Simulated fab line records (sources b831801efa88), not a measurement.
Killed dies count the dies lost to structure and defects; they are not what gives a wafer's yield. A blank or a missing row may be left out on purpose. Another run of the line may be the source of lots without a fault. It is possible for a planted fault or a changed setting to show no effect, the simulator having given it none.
fab line records + flow sky130
[record]
- lots = 6
- wafers = 18
- lastDay = 50
route steps=708 shown FIELD_ISO@6 PAD_OPEN@708
lots that met no fault: from a run of the same line without faults
startH: hours from the record's opening day to when the first of the lot's shown wafers began + waitH: how many hours have passed since the lot's step before this one + " the same as in the row above + L1.1+2: several wafers, shown together as one row + - no value, or no start was given + * or withheld: withheld + < > ~ a bound
route shown NAME@n: NAME is a module with steps in the file, n the number in the route of the first one + usual: the fault-free wafers' mean and standard deviation + same: alike in all rows + chamber/n: place in a boat + sites: the reading at each site + _std_site: the values' standard deviation + _edge_site: mean of outer sites minus mean of inner sites + radiusMm: how far each site lies from the wafer's centre + mask NAME#n: copy n + behind: the last tool/chamber to shape the wafer + hold: reason for holding the lot/hours on hold/outcome of the hold + device: the n, p or np transistor that did not switch + end of line: tests of these same wafers at the route's end + a step without rows: its recipe alone + killed: count of dies lost to structure and defects at first sort (not the wafer's yield) + map: shows each die of a wafer: x if killed, . if not, _ if none is there
set.NAME: the setting that was run; set.NAME@STEP: the one run at that earlier step + model.NAME: the simulator's own value behind a step, which no gauge read
lots seen at some steps along the route; tables by step, rows by wafer
services: a tool's chamber out of use, with start hour (startH, from the record's first day; less than 0 if before it), hours out, and reason
[[steps]]
[step SKY_FIELD_ISO_DEHYDRATE_05]
[recipe]
- tempC = 200
- timeS = 60
[step SKY_FIELD_ISO_HMDS_06]
[recipe]
- primeTimeS = 60
- primeTempC = 120
[step SKY_FIELD_ISO_COAT_07]
[recipe]
- resist = BARC
- tempC = withheld
- timeS = withheld
- spinRpm = 3000
- resistThkNm = 60
[step SKY_FIELD_ISO_COAT_08]
[recipe]
- resist = KrF-thick
- spinRpm = 3000
- resistThkNm = 450
[step SKY_FIELD_ISO_SOFTBAKE_09]
[recipe]
- tempC = 100
- timeS = 90
- resist = KrF-thick
[step SKY_FIELD_ISO_EXPOSE_10]
[recipe]
- maskId = FOM
- na = 0.68
- sourceShape = annular
- sigmaInner = 0.4
- sigmaOuter = 0.8
- targetCdNm = 150
- doseMj = 28
[step SKY_FIELD_ISO_PEB_11]
[recipe]
- pebTempC = withheld
- pebTimeS = withheld
- resist = KrF-thick
[step SKY_FIELD_ISO_DEVELOP_12]
[recipe]
- developTimeS = 60
- resist = KrF-thick
- devTempC = 21
[step SKY_FIELD_ISO_CD_MEAS_13]
[recipe]
- targetCdNm = 150
[usual]
- cdNm = 150.5/1.5
| lot.wafer | tool     | chamber | startH | waitH | cdNm  |
|-----------|----------|---------|--------|-------|-------|
| L799.2    | cdSem-02 | -       | 32.44  | -     | 149.8 |
| L799.3    | "        | -       | "      | "     | 149.1 |
| L799.4    | "        | -       | "      | "     | 149.9 |
| L808.2    | cdSem-02 | -       | 81.19  | -     | 151.8 |
| L808.5    | "        | -       | "      | "     | 149.7 |
| L808.6    | "        | -       | "      | "     | 151.8 |
| L812.2    | cdSem-02 | -       | 103.71 | -     | 151.1 |
| L812.3    | "        | -       | "      | "     | 149.7 |
| L812.5    | "        | -       | "      | "     | 149.8 |
| L815.3    | cdSem-02 | -       | 118.21 | -     | 150.6 |
| L815.4    | "        | -       | "      | "     | 151.4 |
| L815.5    | "        | -       | "      | "     | 151.4 |
| L817.2    | cdSem-02 | -       | 140.21 | -     | 150.7 |
| L817.4    | "        | -       | "      | "     | 150.9 |
| L817.5    | "        | -       | "      | "     | 151.6 |
| L821.1    | cdSem-01 | -       | 150.42 | -     | 149.4 |
| L821.5    | "        | -       | "      | "     | 150.0 |
| L821.6    | "        | -       | "      | "     | 147.6 |
[step SKY_FIELD_ISO_ETCH_14]
[recipe]
- chemistry = N2/H2
- target = BARC
- ionEnergyEv = 200
- sourceW = 500
- biasW = 100
- pressureMtorr = 30
- n2FlowSccm = 100
- h2FlowSccm = 200
- stopOn = SiO2
- timeS = 45.9
- targetDepthA = 600
[usual]
- drypumpMotorCurrentA = 5.8/0.44
- oesProductAu = 0.855/0.0044
- runLengthS = 74.3/0.38
- throttleValvePct = 13.224/0.0092
| lot.wafer | tool       | chamber | startH | waitH | drypumpMotorCurrentA | oesProductAu | rfHoursCounterH | runLengthS | throttleValvePct |
|-----------|------------|---------|--------|-------|----------------------|--------------|-----------------|------------|------------------|
| L799.2    | rieDiel-03 | 3       | 32.54  | 0.1   | 4.9                  | 0.852        | 113             | 74.6       | 13.219           |
| L799.3    | "          | 1       | "      | "     | 6.0                  | 0.860        | 128             | 74.9       | 13.216           |
| L799.4    | "          | 2       | "      | "     | 5.7                  | 0.856        | 118             | 73.9       | 13.221           |
| L808.2    | rieDiel-04 | 2       | 81.29  | 0.1   | 5.7                  | 0.849        | 80              | 73.6       | 13.227           |
| L808.5    | "          | 3       | "      | "     | 5.9                  | 0.850        | -               | 73.9       | 13.224           |
| L808.6    | "          | 2       | "      | "     | 5.6                  | 0.849        | -               | 73.5       | 13.231           |
| L812.2    | rieDiel-04 | 0       | 103.81 | 0.1   | 5.9                  | 0.858        | 83              | 73.9       | 13.204           |
| L812.3    | "          | 3       | "      | "     | 5.9                  | 0.855        | 46              | 73.9       | 13.216           |
| L812.5    | "          | 0       | "      | "     | 5.9                  | 0.858        | -               | 74.5       | 13.221           |
| L815.3    | rieDiel-03 | 2       | 118.29 | 0.1   | 5.7                  | 0.856        | 119             | 74.2       | 13.206           |
| L815.4    | "          | 1       | "      | "     | 6.0                  | 0.857        | 129             | 75.0       | 13.225           |
| L815.5    | "          | 2       | "      | "     | 5.7                  | 0.855        | -               | 74.0       | 13.230           |
| L817.2    | rieDiel-01 | 3       | 140.31 | 0.1   | 6.0                  | 0.849        | 85              | 73.8       | 13.232           |
| L817.4    | "          | 2       | "      | "     | 5.6                  | 0.854        | 3               | 74.5       | 13.229           |
| L817.5    | "          | 0       | "      | "     | 6.0                  | 0.851        | -               | 74.9       | 13.226           |
| L821.1    | rieDiel-01 | 1       | 150.54 | 0.1   | 6.6                  | 0.859        | 81              | 74.1       | 13.234           |
| L821.5    | "          | 2       | "      | "     | 5.6                  | 0.856        | -               | 74.4       | 13.227           |
| L821.6    | "          | 1       | "      | "     | 6.6                  | 0.865        | -               | 74.2       | 13.208           |
[step SKY_FIELD_ISO_ETCH_15]
[recipe]
- chemistry = CHF3/O2
- targetDepthNm = 180
- stopOn = Si
- sourceW = 600
- biasW = 200
- pressureMtorr = 40
- chf3FlowSccm = 50
- O2_flow_sccm = 5
- timeS = 72
[usual]
- drypumpMotorCurrentA = 5.8/0.44
- oesProductAu = 0.945/0.0076
- runLengthS = 100.5/0.37
- throttleValvePct = 8.845/0.0089
| lot.wafer | tool       | chamber | startH | waitH | drypumpMotorCurrentA | oesProductAu | rfHoursCounterH | runLengthS | throttleValvePct |
|-----------|------------|---------|--------|-------|----------------------|--------------|-----------------|------------|------------------|
| L799.2    | rieDiel-03 | 3       | 32.59  | 0.0   | 4.9                  | 0.946        | 113             | 100.6      | 8.834            |
| L799.3    | "          | 1       | "      | "     | 6.0                  | 0.957        | 128             | 100.6      | 8.850            |
| L799.4    | "          | 2       | "      | "     | 5.7                  | 0.944        | 118             | 100.4      | 8.842            |
| L808.2    | rieDiel-04 | 2       | 81.34  | 0.0   | 5.6                  | 0.936        | 80              | 100.0      | 8.836            |
| L808.5    | "          | 3       | "      | "     | 5.9                  | 0.939        | -               | 99.8       | 8.838            |
| L808.6    | "          | 2       | "      | "     | 5.6                  | 0.937        | -               | 99.9       | 8.842            |
| L812.2    | rieDiel-04 | 0       | 103.85 | 0.0   | 5.9                  | 0.931        | 83              | 100.2      | 8.843            |
| L812.3    | "          | 3       | "      | "     | 5.9                  | 0.941        | 46              | 100.6      | 8.855            |
| L812.5    | "          | 0       | "      | "     | 5.9                  | 0.952        | -               | 100.7      | 8.846            |
| L815.3    | rieDiel-03 | 2       | 118.34 | 0.0   | 5.7                  | 0.957        | 119             | 100.5      | 8.839            |
| L815.4    | "          | 1       | "      | "     | 6.0                  | 0.959        | 129             | 100.7      | 8.856            |
| L815.5    | "          | 2       | "      | "     | 5.7                  | 0.954        | -               | 100.2      | 8.836            |
| L817.2    | rieDiel-01 | 3       | 140.35 | 0.0   | 6.0                  | 0.952        | 85              | 100.2      | 8.836            |
| L817.4    | "          | 2       | "      | "     | 5.6                  | 0.956        | 3               | 100.8      | 8.848            |
| L817.5    | "          | 0       | "      | "     | 6.0                  | 0.941        | -               | 100.8      | 8.839            |
| L821.1    | rieDiel-01 | 1       | 150.59 | 0.0   | 6.6                  | 0.936        | 81              | 100.2      | 8.837            |
| L821.5    | "          | 2       | "      | "     | 5.6                  | 0.941        | -               | 100.5      | 8.841            |
| L821.6    | "          | 1       | "      | "     | 6.6                  | 0.938        | -               | 100.5      | 8.835            |
[step SKY_FIELD_ISO_STRIP_16]
[recipe]
- chemistry = O2/N2
- powerW = 1400
- pressureMtorr = 1500
- platenTempC = withheld
- o2FlowSccm = 3000
- n2FlowSccm = 300
- overashFraction = 0.5
[usual]
- drypumpMotorCurrentA = 5.8/0.44
- o2FlowSccm = 3000/13
- oesProductAu = 0.378/0.0046
- stripTimeToEndpointS = 3.55/0.035
| lot.wafer | tool           | chamber | startH | waitH | drypumpMotorCurrentA | o2FlowSccm | oesProductAu | rfHoursCounterH | stripTimeToEndpointS |
|-----------|----------------|---------|--------|-------|----------------------|------------|--------------|-----------------|----------------------|
| L799.2    | plasmaAsher-01 | 1       | 32.64  | 0.0   | 6.3                  | 3018       | 0.380        | 30              | 3.56                 |
| L799.3    | "              | 1       | "      | "     | 6.3                  | 3015       | 0.381        | -               | 3.56                 |
| L799.4    | "              | 0       | "      | "     | 5.3                  | 3004       | 0.380        | -               | 3.46                 |
| L808.2    | plasmaAsher-02 | 1       | 81.39  | 0.0   | 5.3                  | 2991       | 0.380        | 42              | 3.56                 |
| L808.5    | "              | 1       | "      | "     | 5.3                  | 2984       | 0.376        | -               | 3.60                 |
| L808.6    | "              | 0       | "      | "     | 5.9                  | 3007       | 0.375        | -               | 3.55                 |
| L812.2    | plasmaAsher-03 | 1       | 103.91 | 0.0   | 5.5                  | 2994       | 0.379        | 33              | 3.58                 |
| L812.3    | "              | 0       | "      | "     | 6.5                  | 3000       | 0.377        | -               | 3.60                 |
| L812.5    | "              | 1       | "      | "     | 5.5                  | 2990       | 0.380        | -               | 3.55                 |
| L815.3    | plasmaAsher-03 | 0       | 118.43 | 0.1   | 6.5                  | 2991       | 0.383        | -               | 3.54                 |
| L815.4    | "              | 1       | "      | "     | 5.6                  | 3010       | 0.370        | -               | 3.58                 |
| L815.5    | "              | 1       | "      | "     | 5.6                  | 3001       | 0.379        | -               | 3.51                 |
| L817.2    | plasmaAsher-01 | 1       | 140.41 | 0.0   | 6.3                  | 3001       | 0.381        | 36              | 3.54                 |
| L817.4    | "              | 1       | "      | "     | 6.3                  | 3006       | 0.380        | -               | 3.47                 |
| L817.5    | "              | 0       | "      | "     | 5.3                  | 2998       | 0.380        | -               | 3.54                 |
| L821.1    | plasmaAsher-01 | 0       | 150.64 | 0.0   | 5.3                  | 2992       | 0.382        | 37              | 3.55                 |
| L821.5    | "              | 0       | "      | "     | 5.3                  | 2984       | 0.369        | -               | 3.51                 |
| L821.6    | "              | 1       | "      | "     | 6.3                  | 2992       | 0.380        | -               | 3.55                 |
[step SKY_FIELD_ISO_ETCH_17]
[recipe]
- targetDepthA = 3420
- maskMaterial = Si3N4
- chemistry = HBr/Cl2/O2
- target = Si
- taperDeg = 5
- icpW = 600
- biasW = 150
- pressureMtorr = 15
- HBr_flow_sccm = 150
- Cl2_flow_sccm = 40
- O2_flow_sccm = 6
- timeS = 97.7
[usual]
- drypumpMotorCurrentA = 5.5/0.49
- oesProductAu = 1.000/0.0081
- runLengthS = 126.1/0.33
- throttleValvePct = 25.656/0.0096
| lot.wafer | tool     | chamber | startH | waitH | drypumpMotorCurrentA | oesProductAu | rfHoursCounterH | runLengthS | throttleValvePct | model.FIELD_ISO.featureDepthNm | model.etch.depthNm |
|-----------|----------|---------|--------|-------|----------------------|--------------|-----------------|------------|------------------|--------------------------------|--------------------|
| L799.2    | rieSi-01 | 3       | 32.74  | 0.1   | 5.6                  | 0.995        | 38              | 125.7      | 25.645           | 340.1                          | 340.1              |
| L799.3    | "        | 2       | "      | "     | 5.6                  | 0.999        | 148             | 125.9      | 25.648           | 340.5                          | 340.5              |
| L799.4    | "        | 1       | "      | "     | 6.0                  | 1.001        | 49              | 125.9      | 25.638           | 342                            | 342                |
| L808.2    | rieSi-02 | 3       | 81.49  | 0.1   | 5.2                  | 0.999        | 42              | 125.8      | 25.661           | 341.5                          | 341.5              |
| L808.5    | "        | 3       | "      | "     | 5.2                  | 0.999        | -               | 125.9      | 25.664           | 340.7                          | 340.7              |
| L808.6    | "        | 0       | "      | "     | 5.1                  | 1.006        | -               | 126.3      | 25.654           | 344.1                          | 344.1              |
| L812.2    | rieSi-02 | 0       | 104.01 | 0.1   | 5.1                  | 1.005        | 2               | 133.6      | 25.655           | 367.7                          | 367.7              |
| L812.3    | "        | 3       | "      | "     | 5.2                  | 0.997        | 42              | 125.8      | 25.649           | 341.3                          | 341.3              |
| L812.5    | "        | 1       | "      | "     | 5.2                  | 1.005        | -               | 126.1      | 25.664           | 341.3                          | 341.3              |
| L815.3    | rieSi-02 | 0       | 118.49 | 0.0   | 5.1                  | 1.007        | 2               | 133.0      | 25.662           | 369.5                          | 369.5              |
| L815.4    | "        | 2       | "      | "     | 5.1                  | 0.998        | 0               | 126.4      | 25.664           | 340.1                          | 340.1              |
| L815.5    | "        | 3       | "      | "     | 5.2                  | 1.004        | -               | 126.4      | 25.643           | 346                            | 346                |
| L817.2    | rieSi-01 | 3       | 140.51 | 0.1   | 5.5                  | 0.997        | 38              | 125.7      | 25.662           | 340.7                          | 340.7              |
| L817.4    | "        | 1       | "      | "     | 6.0                  | 1.006        | 50              | 126.3      | 25.643           | 344.9                          | 344.9              |
| L817.5    | "        | 0       | "      | "     | 6.5                  | 0.996        | -               | 126.0      | 25.672           | 339.8                          | 339.8              |
| L821.1    | rieSi-01 | 1       | 150.74 | 0.1   | 6.0                  | 0.997        | 50              | 126.2      | 25.659           | 344.1                          | 344.1              |
| L821.5    | "        | 1       | "      | "     | 6.0                  | 1.008        | -               | 125.9      | 25.656           | 344                            | 344                |
| L821.6    | "        | 2       | "      | "     | 5.6                  | 0.995        | -               | 125.8      | 25.661           | 336.2                          | 336.2              |
[step SKY_FIELD_ISO_WET_ETCH_18]
[recipe]
- chemistry = H3PO4
- targetDepthNm = 25
- tempC = 160
- target = Si3N4
- timeS = 286
[step SKY_PAD_OPEN_PROBE_99]
[usual]
- killed_at_M0_to_M3 = 44/7.3
- killed_at_M4_up = 3.5/1.8
- killedAtContacts = 24/5.8
- killedAtFrontEnd = 16/4.3
- killedAtOther = 0.5/0.68
- killedDies = 88/9.4
- killedOnRim = 17/3.7
- killedOpen = 48/6.8
- killedShort = 40/6.1
[same]
- grossDies = 492
- killedAtBackSide = 0
| lot.wafer | tool      | chamber | startH  | waitH | killed_at_M0_to_M3 | killed_at_M4_up | killedAtContacts | killedAtFrontEnd | killedAtOther | killedDies | killedOnRim | killedOpen | killedShort | model.etest.res_p_drift_20v.lineOhmUm | model.etest.res_p_drift_20v.rsOhmSq | model.etest.pfet_16v.rOnOhmUm | model.etest.resIsoPwell.rsOhmSq | model.etest.resIsoPwell.lineOhmUm | model.etest.resNwell.lineOhmUm | model.etest.resNwell.rsOhmSq | model.etest.pfet_16v.driveUaUm |
|-----------|-----------|---------|---------|-------|--------------------|-----------------|------------------|------------------|---------------|------------|-------------|------------|-------------|---------------------------------------|-------------------------------------|-------------------------------|---------------------------------|-----------------------------------|--------------------------------|------------------------------|--------------------------------|
| L799.2    | prober-02 | -       | 1093.88 | 0.1   | 43                 | 5               | 26               | 13               | 0             | 87         | 12          | 45         | 41          | 1.078e+04                             | 9143                                | 1.522e+04                     | 2648                            | 993.3                             | 1202                           | 990.9                        | 239.5                          |
| L799.3    | prober-02 | -       | 1093.93 | 0.2   | 41                 | 3               | 23               | 14               | 0             | 81         | 15          | 48         | 32          | 1.097e+04                             | 9213                                | 1.517e+04                     | 2669                            | 1009                              | 1197                           | 977.8                        | 239.7                          |
| L799.4    | prober-02 | -       | 1093.98 | 0.2   | 40                 | 3               | 22               | 18               | 0             | 83         | 11          | 44         | 39          | 1.12e+04                              | 9366                                | 1.533e+04                     | 2706                            | 1037                              | 1228                           | 1006                         | 240.4                          |
| L808.2    | prober-02 | -       | 1142.30 | 0.1   | 45                 | 2               | 24               | 12               | 0             | 83         | 16          | 40         | 43          | 1.141e+04                             | 9434                                | 1.508e+04                     | 3018                            | 1134                              | 1140                           | 946.6                        | 243.3                          |
| L808.5    | prober-02 | -       | 1142.45 | 0.2   | 45                 | 5               | 27               | 18               | 0             | 95         | 24          | 57         | 38          | 1.142e+04                             | 9435                                | 1.524e+04                     | 2996                            | 1126                              | 1134                           | 946.9                        | 243.3                          |
| L808.6    | prober-02 | -       | 1142.50 | 0.2   | 54                 | 4               | 24               | 12               | 1             | 95         | 18          | 49         | 46          | 1.125e+04                             | 9349                                | 1.52e+04                      | 2955                            | 1117                              | 1129                           | 948.5                        | 245.2                          |
| L812.2    | prober-02 | -       | 1162.49 | 0.1   | 42                 | 5               | 22               | 13               | 0             | 82         | 23          | 41         | 39          | 1.358e+04                             | 1.133e+04                           | 1.67e+04                      | 4094                            | 1531                              | 1304                           | 1084                         | 223.8                          |
| L812.3    | prober-02 | -       | 1162.54 | 0.2   | 33                 | 2               | 21               | 21               | 0             | 77         | 9           | 49         | 28          | 1.168e+04                             | 9530                                | 1.516e+04                     | 3246                            | 1214                              | 1180                           | 983.1                        | 249.2                          |
| L812.5    | prober-02 | -       | 1162.64 | 0.2   | 43                 | 6               | 19               | 17               | 1             | 86         | 18          | 38         | 48          | 1.142e+04                             | 9457                                | 1.528e+04                     | 3198                            | 1196                              | 1174                           | 964.5                        | 244.3                          |
| L815.3    | prober-02 | -       | 1181.33 | 0.2   | 49                 | 5               | 33               | 14               | 0             | 101        | 24          | 59         | 41          | 1.302e+04                             | 1.104e+04                           | 1.727e+04                     | 4406                            | 1671                              | 1262                           | 1087                         | 219.3                          |
| L815.4    | prober-02 | -       | 1181.38 | 0.2   | 51                 | 3               | 17               | 10               | 1             | 82         | 17          | 40         | 40          | 1.106e+04                             | 9278                                | 1.525e+04                     | 3349                            | 1244                              | 1139                           | 966.7                        | 248.5                          |
| L815.5    | prober-02 | -       | 1181.43 | 0.2   | 24                 | 3               | 17               | 17               | 1             | 62         | 15          | 28         | 30          | 1.143e+04                             | 9506                                | 1.57e+04                      | 3428                            | 1288                              | 1172                           | 995                          | 241.9                          |
| L817.2    | prober-01 | -       | 1187.35 | 0.1   | 54                 | 2               | 29               | 14               | 0             | 99         | 16          | 65         | 34          | 1.143e+04                             | 9703                                | 1.552e+04                     | 2971                            | 1121                              | 1092                           | 927.7                        | 238.3                          |
| L817.4    | prober-01 | -       | 1187.45 | 0.2   | 48                 | 3               | 30               | 9                | 0             | 90         | 13          | 57         | 33          | 1.193e+04                             | 1.004e+04                           | 1.553e+04                     | 3136                            | 1184                              | 1122                           | 944.6                        | 239                            |
| L817.5    | prober-01 | -       | 1187.50 | 0.2   | 41                 | 5               | 26               | 11               | 0             | 83         | 10          | 47         | 36          | 1.139e+04                             | 9573                                | 1.518e+04                     | 2943                            | 1129                              | 1099                           | 918.3                        | 242.4                          |
| L821.1    | prober-01 | -       | 1198.42 | 0.1   | 38                 | 4               | 21               | 23               | 1             | 87         | 20          | 51         | 36          | 1.186e+04                             | 9779                                | 1.507e+04                     | 3062                            | 1174                              | 1040                           | 881.5                        | 244.3                          |
| L821.5    | prober-01 | -       | 1198.62 | 0.2   | 37                 | 5               | 26               | 17               | 0             | 85         | 20          | 50         | 35          | 1.161e+04                             | 9707                                | 1.503e+04                     | 3068                            | 1170                              | 1044                           | 878.8                        | 246.2                          |
| L821.6    | prober-01 | -       | 1198.67 | 0.2   | 34                 | 1               | 26               | 17               | 0             | 78         | 13          | 48         | 30          | 1.136e+04                             | 9339                                | 1.497e+04                     | 2909                            | 1120                              | 1032                           | 860.4                        | 245.4                          |
// killed by level:class
L799.2 VIA1:geometricParticle:open=12 VIA3:geometricParticle:open=11 CONTACT:geometricParticle:short=10 LI_CONTACT:geometricParticle:open=5 CONTACT:geometricParticle:open=5 METAL4:geometricParticle:short=5 METAL1:geometricParticle:short=4 VIA2:geometricParticle:short=4
L799.3 CONTACT:geometricParticle:open=10 VIA1:geometricParticle:open=10 VIA1:geometricParticle:short=6 VIA2:geometricParticle:open=6 FIELD_ISO:geometricParticle:open=5 LOCAL_INTERCONNECT:geometricParticle:short=5 VIA3:geometricParticle:open=5 LI_CONTACT:geometricParticle:open=4
L799.4 LI_CONTACT:geometricParticle:open=8 CONTACT:geometricParticle:open=8 METAL2:geometricParticle:short=7 VIA2:geometricParticle:open=7 POLY_GATE:geometricParticle:short=6 VIA1:geometricParticle:open=6 POLY_GATE:geometricParticle:open=5 VIA1:geometricParticle:short=4
L808.2 VIA1:geometricParticle:open=10 CONTACT:geometricParticle:open=7 METAL1:geometricParticle:short=7 LI_CONTACT:geometricParticle:open=6 CONTACT:geometricParticle:short=6 VIA1:geometricParticle:short=6 METAL2:geometricParticle:short=5 VIA3:geometricParticle:open=5
L808.5 VIA1:geometricParticle:open=13 CONTACT:geometricParticle:open=11 CONTACT:geometricParticle:short=7 FIELD_ISO:geometricParticle:open=6 LI_CONTACT:geometricParticle:open=6 VIA1:geometricParticle:short=6 METAL2:geometricParticle:short=6 POLY_GATE:geometricParticle:open=4
L808.6 VIA1:geometricParticle:open=15 METAL1:geometricParticle:short=11 CONTACT:geometricParticle:open=7 METAL2:geometricParticle:short=7 LI_CONTACT:geometricParticle:open=6 VIA1:geometricParticle:short=6 LOCAL_INTERCONNECT:geometricParticle:short=4 VIA2:geometricParticle:short=4
L812.2 VIA3:geometricParticle:open=11 VIA1:geometricParticle:open=10 METAL2:geometricParticle:short=9 POLY_GATE:geometricParticle:short=7 LI_CONTACT:geometricParticle:open=5 CONTACT:geometricParticle:open=5 LOCAL_INTERCONNECT:geometricParticle:short=4 CONTACT:geometricParticle:short=4
L812.3 VIA1:geometricParticle:open=10 LI_CONTACT:geometricParticle:open=9 POLY_GATE:geometricParticle:open=8 FIELD_ISO:geometricParticle:short=7 VIA3:geometricParticle:open=7 CONTACT:geometricParticle:open=5 CONTACT:geometricParticle:short=4 METAL1:geometricParticle:short=4
L812.5 VIA1:geometricParticle:open=9 VIA3:geometricParticle:open=7 LOCAL_INTERCONNECT:geometricParticle:short=7 FIELD_ISO:geometricParticle:short=6 METAL2:geometricParticle:short=6 CONTACT:geometricParticle:open=5 METAL1:geometricParticle:short=5 VIA2:geometricParticle:open=5
L815.3 VIA1:geometricParticle:open=19 CONTACT:geometricParticle:open=10 CONTACT:geometricParticle:short=8 LI_CONTACT:geometricParticle:open=7 VIA3:geometricParticle:open=6 METAL2:geometricParticle:short=6 VIA2:geometricParticle:open=6 METAL3:geometricParticle:short=4
L815.4 VIA1:geometricParticle:open=11 METAL1:geometricParticle:short=8 VIA2:geometricParticle:open=7 METAL2:geometricParticle:short=7 CONTACT:geometricParticle:open=6 LI_CONTACT:geometricParticle:open=5 VIA1:geometricParticle:short=4 VIA3:geometricParticle:open=4
L815.5 VIA1:geometricParticle:open=5 LI_CONTACT:geometricParticle:open=5 LOCAL_INTERCONNECT:geometricParticle:short=5 VIA1:geometricParticle:short=5 POLY_GATE:geometricParticle:short=4 POLY_GATE:geometricParticle:open=3 CONTACT:geometricParticle:open=3 VIA2:geometricParticle:open=3
L817.2 VIA3:geometricParticle:open=14 VIA1:geometricParticle:open=13 LI_CONTACT:geometricParticle:open=10 CONTACT:geometricParticle:open=10 VIA2:geometricParticle:open=6 CONTACT:geometricParticle:short=5 VIA1:geometricParticle:short=5 METAL2:geometricParticle:short=5
L817.4 CONTACT:geometricParticle:open=13 VIA1:geometricParticle:open=11 VIA2:geometricParticle:open=11 LI_CONTACT:geometricParticle:open=9 METAL2:geometricParticle:short=6 VIA3:geometricParticle:open=5 LOCAL_INTERCONNECT:geometricParticle:short=4 CONTACT:geometricParticle:short=4
L817.5 CONTACT:geometricParticle:open=13 VIA3:geometricParticle:open=8 LI_CONTACT:geometricParticle:open=7 METAL1:geometricParticle:short=6 VIA1:geometricParticle:open=5 METAL2:geometricParticle:short=4 VIA3:geometricParticle:short=4 VIA1:geometricParticle:short=4
L821.1 VIA1:geometricParticle:open=9 CONTACT:geometricParticle:open=8 FIELD_ISO:geometricParticle:open=7 LI_CONTACT:geometricParticle:open=7 POLY_GATE:geometricParticle:short=7 VIA2:geometricParticle:open=6 VIA3:geometricParticle:open=4 FIELD_ISO:geometricParticle:short=3
L821.5 CONTACT:geometricParticle:open=9 LI_CONTACT:geometricParticle:open=8 VIA1:geometricParticle:open=7 FIELD_ISO:geometricParticle:short=6 VIA2:geometricParticle:open=6 VIA3:geometricParticle:open=6 METAL1:geometricParticle:short=5 POLY_GATE:geometricParticle:open=4
L821.6 CONTACT:geometricParticle:open=9 VIA1:geometricParticle:open=8 FIELD_ISO:geometricParticle:open=7 LI_CONTACT:geometricParticle:open=6 VIA3:geometricParticle:open=6 METAL2:geometricParticle:short=5 VIA2:geometricParticle:open=5 LI_CONTACT:geometricParticle:short=4
[[services]]
| tool           | chamber | startH | hours | kind          |
|----------------|---------|--------|-------|---------------|
| rieDiel-04     | 3       | 9.08   | 2.4   | repair        |
| rieSi-02       | 1       | 12.51  | -     | clean         |
| rieSi-02       | 1       | 12.51  | 18.0  | scheduledDown |
| rieSi-02       | 1       | 12.51  | 18.0  | ventCycle     |
| rieDiel-04     | -       | 21.66  | 1.2   | repair        |
| rieSi-02       | 2       | 30.88  | 10.5  | repair        |
| rieSi-02       | 2       | 41.35  | -     | clean         |
| rieSi-02       | 2       | 41.35  | 21.9  | scheduledDown |
| rieSi-02       | 2       | 41.35  | 21.9  | ventCycle     |
| plasmaAsher-01 | -       | 49.01  | 55.0  | repair        |
| rieSi-01       | -       | 67.05  | 28.1  | pm            |
| rieSi-02       | 2       | 68.31  | 2.3   | repair        |
| rieSi-02       | 1       | 71.71  | 1.6   | repair        |
| rieSi-02       | 2       | 89.94  | 4.6   | repair        |
| rieSi-01       | 2       | 95.15  | -     | clean         |
| rieSi-01       | 2       | 95.15  | 22.6  | scheduledDown |
| rieSi-01       | 2       | 95.15  | 22.6  | ventCycle     |
| rieDiel-03     | 3       | 100.24 | 3.9   | repair        |
| plasmaAsher-02 | -       | 108.75 | 9.0   | pm            |
| plasmaAsher-02 | 0       | 108.75 | 9.0   | ventCycle     |
| rieDiel-03     | -       | 112.41 | 2.8   | pm            |
| rieDiel-01     | 3       | 118.86 | 7.7   | repair        |
| rieDiel-04     | -       | 131.39 | 28.1  | pm            |
| plasmaAsher-02 | -       | 136.46 | 2.8   | pm            |
[[key]]
[firstSign]
- step = SKY_FIELD_ISO_ETCH_17
- reading = runLengthS
- direction = up
- sigmas = 22
- usual = *
- struck = *
effect none on later readings
[modelEffect]
- step = SKY_FIELD_ISO_ETCH_17
- value = FIELD_ISO.featureDepthNm
- without = 342.8
- struck = 368.6
[modelEffect]
- step = SKY_PAD_OPEN_PROBE_99
- value = etest.res_p_drift_20v.lineOhmUm
- without = 1.116e+04
- struck = 1.33e+04
metAt SKY_FIELD_ISO_ETCH_17
struckWafers L812.2,L815.3
testerLeftOut L812,L815
onsetBetween 81.49 104.01
[fault]
- kind = processParameterDrift
- tool = rieSi-02
- chamber = 0
- onsetH = 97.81
- steps = SKY_FIELD_ISO_ETCH_17
- channel = timeS
- offset = *
- shape = step
- endH = 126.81
- actsIn = *
- stated = *
// testerLeftOut: of these lots the tester's yield and bins aren't shown, on N5 and GAA mostly nor the transistor test; their killed dies are dies lost to structure and defects alone, not to doping, threshold or leakage, so they don't give the yield
